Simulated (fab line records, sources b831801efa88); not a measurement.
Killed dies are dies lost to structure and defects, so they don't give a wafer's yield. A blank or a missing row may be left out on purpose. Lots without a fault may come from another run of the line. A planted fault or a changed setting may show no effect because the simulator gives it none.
Problem report in the 8D (eight disciplines) form, filled by code | flow sky130 | the parts of the form that need people (team, actions taken, sign-off) are left out

1. THE PROBLEM
METAL2_ALCU_RS at SKY_METAL2_RS_MEAS_05 reads a mean of 0.1396 ohm/sq on 9 wafers of 3 lots; wafers without a fault read 0.1220 ohm/sq with a standard deviation of 0.0012. That is +15 standard deviations from the usual mean.
The step: measures by four-point-probe.
First seen on wafer L625.1, day 37 03:16, on film_metro-03. The record holds 33 wafers of 11 lots with a number at this step. Rule for "out", or "out of limits": more than 4 standard deviations from the usual mean. The other wafers with a number count as sound.

2. WHAT IT IS AND WHAT IT IS NOT
question                    | is                           | is not
which readings at this step | METAL2_ALCU_RS               | -
which lots                  | L625, L627, L629             | L620, L623, L626, L633, L635, L637, L638, L639
which wafers of those lots  | all that have a number       | -
read on which gauges        | film_metro-01, film_metro-03 | film_metro-04
when                        | from day 37 03:16            | up to then (6 sound wafers); but 18 sound wafers of L626, L633, L635, L637, L638, L639 came after

3. SUSPECTS, AND WHAT RULES EACH OUT
Counting: a tool at a process step up to the reading stays a suspect if it ran every lot that is out and no sound lot after the first of them.
- the gauge at SKY_METAL2_RS_MEAS_05: ruled out. The wafers that are out were read on 2 gauges (film_metro-01, film_metro-03).
- pvd_sputter-03 at SKY_METAL2_SPUTTER_02 (material AlCu, target thk 250 nm, time 13.79 s): ruled out as a lasting fault. Sound lots L637, L639 ran on it after its first lot that is out, L625 (day 37 03:10).
Left after counting: nothing in the record.

4. THE CAUSE (what the simulator had put in)
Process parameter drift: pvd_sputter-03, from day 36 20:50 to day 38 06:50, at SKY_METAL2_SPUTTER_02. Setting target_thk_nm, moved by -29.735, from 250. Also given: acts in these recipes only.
Counting ruled it out, wrongly: the rule takes a fault to strike every lot that its tool runs from its start on, and this one did not.

5. THE CHAIN OF EFFECTS, in route order
Each row: a reading whose mean over the struck wafers that have a number lies more than 3 standard deviations from the usual. Only readings for which the record gives a usual standard deviation are gone through. hours: the time from each lot's start at the first step in this table that gives one to its start at this step, as a median over the lots. sigmas: the change in usual standard deviations.
hours | step                   | reading         | usual         | on struck wafers | change  | sigmas
0     | SKY_METAL2_RS_MEAS_05  | METAL2_ALCU_RS  | 0.1220 ohm/sq | 0.1396           | +0.0176 | +15
0     | SKY_METAL2_THK_MEAS_06 | METAL2_ALCU_THK | 261.2 nm      | 228.8            | -32.4   | -13

6. WHAT WOULD HAVE CAUGHT IT SOONER
In this record the first reading out of limits at a measuring or inspecting step was taken at day 37 03:16, 6 hours after the fault began at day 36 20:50.
Of the tool readings at SKY_METAL2_SPUTTER_02 for which the record gives a usual standard deviation, none was out on any struck wafer, so an alarm limit of 4 standard deviations on them would not have fired.
